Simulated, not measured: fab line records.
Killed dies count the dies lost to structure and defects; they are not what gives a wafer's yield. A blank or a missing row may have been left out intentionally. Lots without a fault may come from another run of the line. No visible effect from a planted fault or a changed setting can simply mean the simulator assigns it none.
Which tool did it?    flow sfq_line    Sampling: 15 lots, 45 wafers, 3 of 325 route steps

WHAT EACH GAUGE READ, for each wafer
Not one reading of a measure or inspect step in the record can be checked against a usual standard deviation.

WHAT TOOL EACH LOT RAN ON (gives the tool, then ch and the chambers of the sampled wafers, and finally the start)
lot   SFQ_TRILAYER_JJ_CE_BARC_OPEN_RIE_150  SFQ_TRILAYER_JJ_CE_ETCH_RIE_118    SFQ_TRILAYER_M5_LITHO_EXPOSE_124
L822  rie_metal-04 ch 0,1, day 51 08:09     rie_metal-04 ch 0,1, day 51 08:14  krf_scanner-02 ch 0, day 56 18:53
L825  rie_metal-02 ch 0,1, day 52 03:36     rie_metal-02 ch 0,1, day 52 03:41  krf_scanner-02 ch 0, day 57 14:20
L826  rie_metal-02 ch 0,1, day 52 07:35     rie_metal-02 ch 0,1, day 52 07:41  krf_scanner-02 ch 0, day 57 22:44
L827  rie_metal-04 ch 0, day 52 20:02       rie_metal-04 ch 0, day 52 20:08    krf_scanner-01 ch 0, no start
L828  rie_metal-04 ch 1, day 54 01:26       rie_metal-04 ch 1, day 54 01:38    krf_scanner-01 ch 0, day 59 00:15
L829  rie_metal-04 ch 0, day 59 14:15       rie_metal-04 ch 0, day 59 14:26    krf_scanner-01 ch 0, day 59 18:43
L830  rie_metal-01 ch 0,1, day 59 17:53     rie_metal-01 ch 0,1, day 59 17:59  krf_scanner-01, day 59 21:43
L831  rie_metal-02 ch 0,1, day 59 20:15     rie_metal-02 ch 0,1, day 59 20:20  krf_scanner-01, day 60 00:43
L832  rie_metal-02 ch 0,1, day 60 02:15     rie_metal-02 ch 0,1, day 60 02:20  krf_scanner-01, day 60 04:43
L837  rie_metal-02 ch 0,1, day 66 06:30     rie_metal-02 ch 0,1, day 66 06:36  krf_scanner-01 ch 0, day 66 09:57
L838  rie_metal-01 ch 0,1, day 66 20:58     rie_metal-01 ch 0,1, day 66 21:04  krf_scanner-01 ch 0, day 67 01:33
L840  rie_metal-02 ch 0,1, day 67 20:59     rie_metal-02 ch 0,1, day 67 21:05  krf_scanner-01 ch 0, day 68 08:31
L842  rie_metal-02 ch 0, day 69 04:20       rie_metal-02 ch 0, day 69 04:31    krf_scanner-01 ch 0, day 69 08:04
L844  rie_metal-01 ch 0,1, day 70 01:15     rie_metal-01 ch 0,1, day 70 01:20  krf_scanner-01 ch 0, day 75 11:19
L845  rie_metal-01 ch 0,1, day 70 03:28     rie_metal-01 ch 0,1, day 70 03:33  krf_scanner-01 ch 0, day 75 15:43
- SFQ_TRILAYER_JJ_CE_BARC_OPEN_RIE_150: chemistry O2, target BARC, target depth 240 nm, time 80 s.
- SFQ_TRILAYER_JJ_CE_ETCH_RIE_118: chemistry SF6, target Nb, stops on Al2O3, time 97.7 s, target depth 170 nm.
- SFQ_TRILAYER_M5_LITHO_EXPOSE_124: exposes mask M5, target cd 700 nm.

AS READ BY THE TOOLS THEMSELVES (means over the sampled wafers that have a number; for cases with no such wafer, the mark the record gives instead)
SFQ_TRILAYER_JJ_CE_BARC_OPEN_RIE_150.
lot   tool          bias_w (W)  chamber_pressure_mTorr (mTorr)  drypump_motor_current_A (A)  oes_product_au (a.u.)
L822  rie_metal-04  80.03       10.000                          6.2                          0.540
L825  rie_metal-02  80.35       10.009                          5.8                          0.538
L826  rie_metal-02  80.05       10.011                          5.8                          0.538
L827  rie_metal-04  80.00       10.000                          5.7                          0.541
L828  rie_metal-04  79.73       10.003                          6.4                          0.538
L829  rie_metal-04  79.77       9.996                           5.7                          0.543
L830  rie_metal-01  -           -                               -                            -
L831  rie_metal-02  -           -                               -                            -
L832  rie_metal-02  -           -                               -                            -
L837  rie_metal-02  79.88       9.998                           5.7                          0.538
L838  rie_metal-01  79.97       10.009                          5.7                          0.535
L840  rie_metal-02  80.04       9.995                           5.7                          0.538
L842  rie_metal-02  80.16       9.997                           5.5                          0.543
L844  rie_metal-01  79.95       9.997                           5.7                          0.539
L845  rie_metal-01  80.41       10.003                          5.8                          0.536

SFQ_TRILAYER_JJ_CE_ETCH_RIE_118.
lot   tool          bias_w (W)  chamber_pressure_mTorr (mTorr)  drypump_motor_current_A (A)  oes_product_au (a.u.)
L822  rie_metal-04  80.11       9.997                           6.2                          0.988
L825  rie_metal-02  79.88       9.997                           5.8                          0.986
L826  rie_metal-02  79.93       10.002                          5.8                          0.982
L827  rie_metal-04  80.07       10.004                          5.7                          0.984
L828  rie_metal-04  80.01       10.007                          6.4                          0.989
L829  rie_metal-04  80.02       9.997                           5.7                          0.984
L830  rie_metal-01  79.85       10.003                          5.7                          0.378
L831  rie_metal-02  80.04       9.996                           5.7                          0.372
L832  rie_metal-02  79.96       10.000                          5.6                          0.375
L837  rie_metal-02  80.00       9.997                           5.7                          0.989
L838  rie_metal-01  80.19       9.994                           5.7                          0.984
L840  rie_metal-02  79.90       10.008                          5.7                          0.983
L842  rie_metal-02  79.74       10.003                          5.5                          0.985
L844  rie_metal-01  79.96       10.002                          5.7                          0.981
L845  rie_metal-01  80.18       10.002                          5.8                          0.989

SFQ_TRILAYER_M5_LITHO_EXPOSE_124.
lot   tool            exposure_dose_mJ_cm2  focus_offset_nm (nm)
L822  krf_scanner-02  14.394                0.2
L825  krf_scanner-02  14.393                0.3
L826  krf_scanner-02  14.400                -0.3
L827  krf_scanner-01  14.415                0.2
L828  krf_scanner-01  14.409                -0.0
L829  krf_scanner-01  14.418                0.2
L830  krf_scanner-01  -                     -
L831  krf_scanner-01  -                     -
L832  krf_scanner-01  -                     -
L837  krf_scanner-01  14.402                0.2
L838  krf_scanner-01  14.397                -0.6
L840  krf_scanner-01  14.391                0.1
L842  krf_scanner-01  14.398                0.1
L844  krf_scanner-01  14.406                -0.2
L845  krf_scanner-01  14.392                0.0

THE ANSWER, worked out from the rows above alone
Rule: the usual values come from the lots themselves. The widest of any qualifying gaps counts: lots, ordered by their means at a reading, are off when they make up no more than a third of the lots, leave a main group of 4 or more, and stand apart from it by 3 or more times the standard deviation of that group's means. The tables above print the reading to a certain number of digits; a main group whose means all agree to those digits is not used. Also off: a lot with no number at a reading for which 4 or more lots have one. Any other lot the step has rows for is counted as sound. The gauges are gone through in route order, then the tools' own readings, and for those a lot's mean is taken as printed above. At the first step where some lot is off, the reading lying furthest off is the one used; lots without a number count as furthest.
Off: L830, L831, L832 (SFQ_TRILAYER_JJ_CE_BARC_OPEN_RIE_150, bias_w). Without a number there: L830, L831, L832. For the main group the mean is 80.03 W and the standard deviation 0.19.
If a tool, at that step or one of the process steps before it, ran each lot that is off and ran no sound lot following the first of them, it fits. None of those tried fits.

WHAT THE SIMULATOR PUT IN
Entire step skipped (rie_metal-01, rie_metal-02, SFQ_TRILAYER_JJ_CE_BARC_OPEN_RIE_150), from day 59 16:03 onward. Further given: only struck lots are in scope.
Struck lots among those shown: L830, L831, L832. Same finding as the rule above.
